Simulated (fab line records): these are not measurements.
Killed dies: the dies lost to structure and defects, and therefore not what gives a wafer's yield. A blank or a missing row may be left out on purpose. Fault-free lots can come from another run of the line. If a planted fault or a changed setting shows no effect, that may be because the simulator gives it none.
fab line records	flow sky130
record: lots: 10	wafers: 30	last_day: 49
route steps=708 shown LOCAL_INTERCONNECT@399 CONTACT@410 METAL1@436 PAD_OPEN@708
lots with no fault: from the same line, run without faults
start_h: start of the lot's first displayed wafer, in hours after the record's first day	wait_h: hours elapsed since this lot's preceding step	" the same as in the row above	L1.1+2: a single row standing in for several wafers	- no value, or no start given	* or withheld: withheld	< > ~ a bound
route shown NAME@n: a module of which the file shows steps, and the number in the route of the first	usual: the fault-free wafers' mean and standard deviation	same: alike in all rows	chamber/n: place in a boat	sites: per-site readings	_std_site: their standard deviation	_edge_site: inner sites' mean taken away from outer sites' mean	radius_mm: how far each site lies from the wafer's centre	mask NAME#n: copy n	behind: the tool/chamber that last shaped the wafer	hold: why the lot went on hold/how many hours it stayed there/how the hold came to an end	device: which transistor (n, p or np) failed to switch	end of line: tests of these same wafers at the route's end	a step with no rows: only its recipe	killed: the dies lost at the first sort to structure and to defects; this is not the yield of the wafer	map: the dies of a wafer, with x for killed, . for not killed, _ for no die there
set.NAME: the run value of the setting; set.NAME@STEP: its run value at that earlier step	model.NAME: the simulator's own value behind a step, which no gauge read
steps of the route over a sample of lots; a table a step, a row a wafer
services: from which hour (start_h, from the record's first day; less than 0 if before it) a tool's chamber was out of use, for how many hours, and why
== steps ==
step: SKY_LOCAL_INTERCONNECT_OVL_MEAS_12
usual: LOCAL_INTERCONNECT_OVL: 0/5.4
lot.wafer	tool	chamber	start_h	wait_h	LOCAL_INTERCONNECT_OVL[nm]
L755.1	overlay-02	-	718.38	0.1	-1
L755.2	"	-	"	"	-7
L755.5	"	-	"	"	-3
L758.1	overlay-01	-	730.48	0.1	-2
L758.2	"	-	"	"	-3
L758.3	"	-	"	"	-1
L760.2	overlay-01	-	756.51	0.1	-4
L760.3	"	-	"	"	-7
L760.5	"	-	"	"	0
L762.2	overlay-01	-	762.29	0.1	6
L762.4	"	-	"	"	-2
L762.5	"	-	"	"	2
L761.3	overlay-01	-	765.37	0.1	-6
L761.4	"	-	"	"	-9
L761.5	"	-	"	"	-9
L763.3	overlay-01	-	772.25	0.1	5
L763.4	"	-	"	"	3
L763.6	"	-	"	"	4
L765.1	overlay-01	-	787.44	0.1	-1
L765.4	"	-	"	"	0
L765.6	"	-	"	"	-5
L766.4	overlay-01	-	791.36	0.1	-2
L766.5	"	-	"	"	-1
L766.6	"	-	"	"	-3
L773.3	overlay-01	-	838.20	0.1	2
L773.4	"	-	"	"	1
L773.6	"	-	"	"	4
L776.3	overlay-01	-	856.55	0.1	3
L776.4	"	-	"	"	4
L776.5	"	-	"	"	-2
step: SKY_LOCAL_INTERCONNECT_METAL_ETCH_14
recipe: target_depth_nm: 110	stop_on: PSG	chemistry: Cl2/BCl3	target: TiN	resist_sidewall_deg: 88	pressure_mtorr: 10	icp_w: 900	bias_w: 48.5	Cl2_flow_sccm: 60	bcl3_flow_sccm: 30	time_s: 31.4
usual: chamber_pressure_mTorr: 10.000/0.0089	drypump_motor_current_A: 5.9/0.63	he_backside_leak_sccm: 3.34/0.3	oes_product_au: 0.941/0.0084	throttle_valve_pct: 21.900/0.01
lot.wafer	tool	chamber	start_h	wait_h	chamber_pressure_mTorr	drypump_motor_current_A	he_backside_leak_sccm	oes_product_au	rf_hours_counter_h	throttle_valve_pct
L755.1	rie_metal-02	0	718.48	0.0	10.001	6.7	3.03	0.940	5	21.892
L755.2	"	1	"	"	10.001	5.7	3.30	0.941	1	21.884
L755.5	"	0	"	"	9.989	6.7	3.31	0.941	-	21.906
L758.1	rie_metal-02	1	730.58	0.0	9.986	5.8	3.50	0.934	1	21.916
L758.2	"	0	"	"	10.006	6.7	3.41	0.927	6	21.898
L758.3	"	0	"	"	9.985	6.7	3.33	0.925	-	21.910
L760.2	rie_metal-04	0	756.61	0.0	10.001	4.8	3.22	0.945	12	21.902
L760.3	"	0	"	"	10.000	4.8	3.12	0.912	-	21.901
L760.5	"	0	"	"	10.005	4.8	3.28	0.934	-	21.897
L762.2	rie_metal-04	0	762.38	0.0	10.013	4.7	4.85	0.954	12	21.899
L762.4	"	0	"	"	9.987	4.7	3.36	0.944	-	21.907
L762.5	"	0	"	"	9.995	4.7	3.26	0.946	-	21.900
L761.3	rie_metal-01	0	765.55	0.1	10.005	5.7	3.50	0.942	-	21.916
L761.4	"	0	"	"	10.000	5.7	3.53	0.940	-	21.906
L761.5	"	0	"	"	9.998	5.7	3.29	0.941	-	21.900
L763.3	rie_metal-04	1	772.35	0.0	9.990	6.5	3.22	0.943	-	21.893
L763.4	"	0	"	"	10.005	4.8	3.39	0.940	-	21.894
L763.6	"	1	"	"	9.984	6.5	3.17	0.947	-	21.885
L765.1	rie_metal-04	0	787.60	0.1	10.003	4.8	3.27	0.942	13	21.908
L765.4	"	0	"	"	10.009	4.8	3.52	0.939	-	21.898
L765.6	"	0	"	"	10.006	4.8	3.35	0.936	-	21.899
L766.4	rie_metal-02	0	791.45	0.0	10.006	6.7	3.09	0.946	-	21.896
L766.5	"	1	"	"	10.000	5.8	3.72	0.948	-	21.885
L766.6	"	0	"	"	9.991	6.7	3.15	0.936	-	21.907
L773.3	rie_metal-04	1	838.38	0.1	10.002	6.5	3.51	0.937	-	21.904
L773.4	"	1	"	"	9.994	6.5	3.28	0.942	-	21.897
L773.6	"	1	"	"	10.008	6.5	3.18	0.939	-	21.890
L776.3	rie_metal-01	0	856.65	0.0	9.993	5.7	3.45	0.937	-	21.910
L776.4	"	1	"	"	9.998	5.9	3.21	0.944	-	21.893
L776.5	"	0	"	"	10.002	5.7	3.30	0.939	-	21.901
step: SKY_CONTACT_CMP_04
recipe: material: SiO2	down_force_psi: 4	platen_rpm: 60	pad_velocity_m_s: 0.94248
usual: motor_current_A: 11.9/1.4	retaining_ring_pressure_frac: 1.000/0.005	time_to_endpoint_s: 83/4.8
lot.wafer	tool	chamber	start_h	wait_h	motor_current_A	retaining_ring_pressure_frac	time_to_endpoint_s
L755.2	cmp-01	0	719.49	0.1	12.2	1.003	72
L755.1	"	1	"	"	12.3	1.000	79
L755.5	"	3	"	"	13.5	0.998	81
L758.3	cmp-02	1	731.67	0.0	14.5	1.000	79
L758.1	"	3	"	"	10.8	0.996	85
L758.2	"	0	"	"	11.0	0.996	83
L760.2	cmp-02	0	757.52	0.1	11.3	1.006	90
L760.3	"	1	"	"	14.9	0.999	89
L760.5	"	3	"	"	11.2	1.002	89
L762.2	cmp-01	1	763.25	0.0	11.7	0.995	83
L762.4	"	3	"	"	12.8	1.002	86
L762.5	"	1	"	"	11.7	0.993	80
L761.4	cmp-02	0	766.47	0.0	10.7	0.994	88
L761.3	"	1	"	"	14.7	0.995	88
L761.5	"	1	"	"	13.8	1.002	87
L763.3	cmp-02	0	773.20	0.0	11.3	0.991	91
L763.4	"	1	"	"	14.7	1.006	85
L763.6	"	1	"	"	14.6	1.008	86
L765.1	cmp-02	3	788.52	0.1	11.1	1.000	91
L765.4	"	1	"	"	14.2	0.998	86
L765.6	"	3	"	"	11.2	1.011	90
L766.4	cmp-01	2	792.35	0.1	9.6	1.000	82
L766.5	"	1	"	"	12.2	1.009	81
L766.6	"	2	"	"	9.5	0.994	78
L773.4	cmp-01	0	839.33	0.1	11.9	0.990	80
L773.3	"	1	"	"	11.7	1.000	82
L773.6	"	0	"	"	12.4	0.989	77
L776.3	cmp-01	1	858.17	0.1	12.1	0.998	83
L776.4	"	3	"	"	13.0	0.997	84
L776.5	"	1	"	"	12.1	1.000	78
step: SKY_METAL1_SPUTTER_02
recipe: material: AlCu	target_thk_nm: 250	power_w: 10600	time_s: 13.3	chamber_pressure_pa: 0.4
usual: cathode_dc_power_W: 10600/1.9	throttle_valve_pct: 30.1/1
lot.wafer	tool	chamber	start_h	wait_h	cathode_dc_power_W	throttle_valve_pct
L755.1	pvd_sputter-04	-	749.04	0.0	10599	31.1
L755.2	"	-	"	"	10601	32.3
L755.5	"	-	"	"	10598	30.3
L758.1	pvd_sputter-02	-	759.90	0.0	10604	28.7
L758.2	"	-	"	"	10599	29.3
L758.3	"	-	"	"	10602	32.1
L760.2	pvd_sputter-02	-	786.19	0.0	10599	29.5
L760.3	"	-	"	"	10600	28.3
L760.5	"	-	"	"	10602	29.5
L762.2	pvd_sputter-04	-	792.01	0.0	10600	32.2
L762.4	"	-	"	"	10601	30.2
L762.5	"	-	"	"	10603	30.4
L761.3	pvd_sputter-01	-	795.94	0.0	10600	29.8
L761.4	"	-	"	"	10602	29.8
L761.5	"	-	"	"	10599	30.0
L763.3	pvd_sputter-01	-	801.00	0.0	10600	29.8
L763.4	"	-	"	"	10601	29.1
L763.6	"	-	"	"	10602	29.1
L765.1	pvd_sputter-02	-	816.75	0.0	10599	28.4
L765.4	"	-	"	"	10600	29.4
L765.6	"	-	"	"	10600	28.3
L766.4	pvd_sputter-01	-	820.43	0.0	10602	30.0
L766.5	"	-	"	"	10601	29.0
L766.6	"	-	"	"	10601	30.0
L773.3	pvd_sputter-04	-	867.01	0.0	10599	30.3
L773.4	"	-	"	"	10598	30.5
L773.6	"	-	"	"	10601	32.3
L776.3	pvd_sputter-01	-	885.57	0.0	12144	28.7
L776.4	"	-	"	"	10599	29.7
L776.5	"	-	"	"	10599	30.0
step: SKY_METAL1_RS_MEAS_05
recipe: thk_meas_gauge: four-point-probe	reads: TiN_of_METAL1_SPUTTER_04+Ti_of_METAL1_SPUTTER_03+AlCu_of_METAL1_SPUTTER_02+TiN_of_METAL1_SPUTTER_01+Ti_of_METAL1_SPUTTER_00
usual: METAL1_ALCU_RS: 0.1267/0.0013
lot.wafer	tool	chamber	start_h	wait_h	METAL1_ALCU_RS[ohm/sq]
L755.1	film_metro-03	-	749.13	0.0	0.1266
L755.2	"	-	"	"	0.1282
L755.5	"	-	"	"	0.1294
L758.1	film_metro-01	-	760.00	0.0	0.1258
L758.2	"	-	"	"	0.1268
L758.3	"	-	"	"	0.1246
L760.2	film_metro-01	-	786.30	0.0	0.1278
L760.3	"	-	"	"	0.1269
L760.5	"	-	"	"	0.1277
L762.2	film_metro-01	-	792.12	0.0	0.1266
L762.4	"	-	"	"	0.1288
L762.5	"	-	"	"	0.1265
L761.3	film_metro-03	-	796.08	0.1	0.1246
L761.4	"	-	"	"	0.1259
L761.5	"	-	"	"	0.1262
L763.3	film_metro-01	-	801.13	0.1	0.1262
L763.4	"	-	"	"	0.1252
L763.6	"	-	"	"	0.1264
L765.1	film_metro-03	-	816.84	0.0	0.1253
L765.4	"	-	"	"	0.1254
L765.6	"	-	"	"	0.1260
L766.4	film_metro-03	-	820.58	0.1	0.1289
L766.5	"	-	"	"	0.1285
L766.6	"	-	"	"	0.1302
L773.3	film_metro-02	-	867.14	0.1	0.1278
L773.4	"	-	"	"	0.1277
L773.6	"	-	"	"	0.1272
L776.3	film_metro-03	-	885.70	0.1	0.1114
L776.4	"	-	"	"	0.1273
L776.5	"	-	"	"	0.1264
step: SKY_METAL1_THK_MEAS_06
recipe: thk_meas_gauge: xrf	reads: AlCu_of_METAL1_SPUTTER_02
usual: METAL1_ALCU_THK: 254/3
lot.wafer	tool	chamber	start_h	wait_h	METAL1_ALCU_THK[nm]
L755.1	film_metro-03	-	749.25	0.1	255
L755.2	"	-	"	"	253
L755.5	"	-	"	"	250
L758.1	film_metro-01	-	760.12	0.1	252
L758.2	"	-	"	"	251
L758.3	"	-	"	"	258
L760.2	film_metro-01	-	786.41	0.1	251
L760.3	"	-	"	"	250
L760.5	"	-	"	"	252
L762.2	film_metro-01	-	792.23	0.1	251
L762.4	"	-	"	"	247
L762.5	"	-	"	"	252
L761.3	film_metro-03	-	796.18	0.1	259
L761.4	"	-	"	"	256
L761.5	"	-	"	"	256
L763.3	film_metro-01	-	801.23	0.1	253
L763.4	"	-	"	"	255
L763.6	"	-	"	"	254
L765.1	film_metro-03	-	816.96	0.1	256
L765.4	"	-	"	"	259
L765.6	"	-	"	"	254
L766.4	film_metro-03	-	820.67	0.1	249
L766.5	"	-	"	"	251
L766.6	"	-	"	"	248
L773.3	film_metro-02	-	867.24	0.1	251
L773.4	"	-	"	"	250
L773.6	"	-	"	"	254
L776.3	film_metro-03	-	885.80	0.1	289
L776.4	"	-	"	"	255
L776.5	"	-	"	"	256
step: SKY_PAD_OPEN_PROBE_99
usual: defect_limited_yield: 82.5/2	killed_at_M0_to_M3: 43/7.6	killed_at_M4_up: 2.8/1.9	killed_at_contacts: 24/4.7	killed_at_front_end: 16/4.4	killed_at_other: 0.2/0.4	killed_dies: 86/9.9	killed_open: 47/8.2	killed_short: 39/6.3	sort_bin_3_pad_short: 0.8/0.42	sort_bin_5_function: 10.4/1.5	sort_bin_6_memory: 6.2/1.2	sort_n_pass: 406/9.9	sort_yield_pct: 82.5/2
same: gross_dies: 492	killed_at_back_side: 0	sort_bin_4_leakage[%]: 0	sort_bin_8_speed[%]: 0
lot.wafer	tool	chamber	start_h	wait_h	defect_limited_yield[%]	killed_at_M0_to_M3	killed_at_M4_up	killed_at_contacts	killed_at_front_end	killed_at_other	killed_dies	killed_open	killed_short	sort_bin_3_pad_short[%]	sort_bin_5_function[%]	sort_bin_6_memory[%]	sort_n_pass	sort_yield_pct[%]
L766.4	prober-02	-	1138.68	0.2	86.2	41	3	15	9	0	68	33	35	0.2	8.7	4.9	424	86.2
L766.5	prober-02	-	1138.73	0.2	84.3	42	5	19	11	0	77	42	35	0.8	7.3	7.5	415	84.3
L766.6	prober-02	-	1138.78	0.2	82.1	47	1	25	15	0	88	58	30	0	11.0	6.9	404	82.1
L773.3	prober-01	-	1174.64	0.2	83.5	38	1	28	14	0	81	44	37	0.4	11.2	4.9	411	83.5
L773.4	prober-01	-	1174.69	0.2	81.3	52	1	23	16	0	92	50	42	1.0	11.4	6.3	400	81.3
L773.6	prober-01	-	1174.79	0.2	83.1	39	2	27	14	1	83	50	33	1.0	8.5	7.3	409	83.1
L776.3	prober-02	-	1183.09	0.2	83.9	48	5	17	9	0	79	47	32	0.4	9.8	5.9	413	83.9
L776.4	prober-02	-	1183.14	0.2	82.9	42	2	27	12	1	84	41	43	2.0	10.2	4.9	408	82.9
L776.5	prober-02	-	1183.19	0.2	79.3	53	3	36	10	0	102	56	46	0.4	12.4	7.9	390	79.3
killed by level:class
L766.4 VIA1:geometric_particle:open=9 VIA1:geometric_particle:short=6 VIA3:geometric_particle:open=6 LI_CONTACT:geometric_particle:open=5 METAL2:geometric_particle:short=5 FIELD_ISO:geometric_particle:short=4 METAL1:geometric_particle:short=4 VIA2:geometric_particle:short=4
L766.5 VIA1:geometric_particle:open=9 VIA3:geometric_particle:open=9 CONTACT:geometric_particle:open=7 LI_CONTACT:geometric_particle:open=6 METAL2:geometric_particle:short=5 METAL4:geometric_particle:short=5 POLY_GATE:geometric_particle:open=4 METAL1:geometric_particle:short=4
L766.6 VIA2:geometric_particle:open=12 LI_CONTACT:geometric_particle:open=11 CONTACT:geometric_particle:open=10 VIA3:geometric_particle:open=9 VIA1:geometric_particle:open=8 METAL1:geometric_particle:short=7 FIELD_ISO:geometric_particle:open=4 METAL3:geometric_particle:short=4
L773.3 CONTACT:geometric_particle:open=13 VIA1:geometric_particle:open=11 METAL1:geometric_particle:short=6 METAL2:geometric_particle:short=6 CONTACT:geometric_particle:short=5 POLY_GATE:geometric_particle:short=4 LI_CONTACT:geometric_particle:open=4 LI_CONTACT:geometric_particle:short=3
L773.4 VIA1:geometric_particle:open=12 CONTACT:geometric_particle:open=12 VIA1:geometric_particle:short=9 METAL2:geometric_particle:short=8 LI_CONTACT:geometric_particle:open=5 VIA3:geometric_particle:open=5 VIA2:geometric_particle:open=5 FIELD_ISO:geometric_particle:short=4
L773.6 CONTACT:geometric_particle:open=11 VIA2:geometric_particle:open=9 VIA1:geometric_particle:open=8 LI_CONTACT:geometric_particle:open=7 VIA3:geometric_particle:open=6 FIELD_ISO:geometric_particle:short=5 METAL2:geometric_particle:short=5 LOCAL_INTERCONNECT:geometric_particle:short=4
L776.3 VIA1:geometric_particle:open=13 VIA3:geometric_particle:open=9 LI_CONTACT:geometric_particle:open=8 METAL2:geometric_particle:short=6 CONTACT:geometric_particle:open=5 METAL3:geometric_particle:short=5 VIA2:geometric_particle:short=4 METAL4:geometric_particle:short=4
L776.4 VIA1:geometric_particle:open=9 VIA3:geometric_particle:open=8 LOCAL_INTERCONNECT:geometric_particle:short=7 CONTACT:geometric_particle:open=7 METAL1:geometric_particle:short=6 CONTACT:geometric_particle:short=5 FIELD_ISO:geometric_particle:short=4 LI_CONTACT:geometric_particle:open=4
L776.5 VIA1:geometric_particle:open=14 CONTACT:geometric_particle:open=14 VIA3:geometric_particle:open=9 LI_CONTACT:geometric_particle:short=6 LI_CONTACT:geometric_particle:open=6 VIA1:geometric_particle:short=6 CONTACT:geometric_particle:short=5 METAL1:geometric_particle:short=5
== services ==
tool	chamber	start_h	hours	kind
cmp-02	-	703.34	2.3	repair
cmp-02	-	706.39	0.6	repair
rie_metal-01	-	719.03	1.1	repair
rie_metal-02	1	731.92	12.8	repair
rie_metal-04	1	735.77	13.5	repair
cmp-01	-	744.00	4.0	pm
cmp-01	-	748.00	-	consumable_replace:conditioner
cmp-01	-	748.00	-	consumable_replace:pad
cmp-01	-	748.00	8.8	pm
rie_metal-04	-	759.52	0.6	repair
rie_metal-04	-	763.95	1.3	repair
pvd_sputter-01	-	765.70	4.1	repair
rie_metal-04	1	774.30	-	clean
rie_metal-04	1	774.30	16.6	scheduled_down
rie_metal-04	1	774.30	16.6	vent_cycle
cmp-01	-	814.65	0.2	repair
rie_metal-02	1	825.42	20.6	repair
pvd_sputter-01	-	825.58	0.7	repair
rie_metal-04	0	828.20	-	clean
cmp-02	-	834.68	5.2	pm
pvd_sputter-01	-	836.26	3.3	repair
pvd_sputter-01	-	844.10	0.7	repair
cmp-02	-	850.21	0.8	repair
rie_metal-02	-	874.85	1.4	pm
== key ==
first_sign: step: SKY_METAL1_SPUTTER_02	reading: cathode_dc_power_W	direction: up	sigmas: 99+	usual: 10600	struck: 12144
effect: step: SKY_METAL1_RS_MEAS_05	reading: METAL1_ALCU_RS	direction: down	sigmas: 11	usual: 0.1267	struck: 0.1114
effect: step: SKY_METAL1_THK_MEAS_06	reading: METAL1_ALCU_THK	direction: up	sigmas: 12	usual: 254	struck: 289
met_at SKY_METAL1_SPUTTER_02
struck_lots L776
struck_wafers L776.3
not_acting_at SKY_LOCAL_INTERCONNECT_OVL_MEAS_12,SKY_LOCAL_INTERCONNECT_METAL_ETCH_14,SKY_CONTACT_CMP_04
onset_between 820.43 885.57
fault: kind: process_parameter_drift	tool: pvd_sputter-01	chamber: -	onset_h: 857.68	steps: SKY_METAL1_SPUTTER_02	channel: power_w	offset: *	shape: step	end_h: 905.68	acts_in: *	stated: *	scope: struck_wafers_only
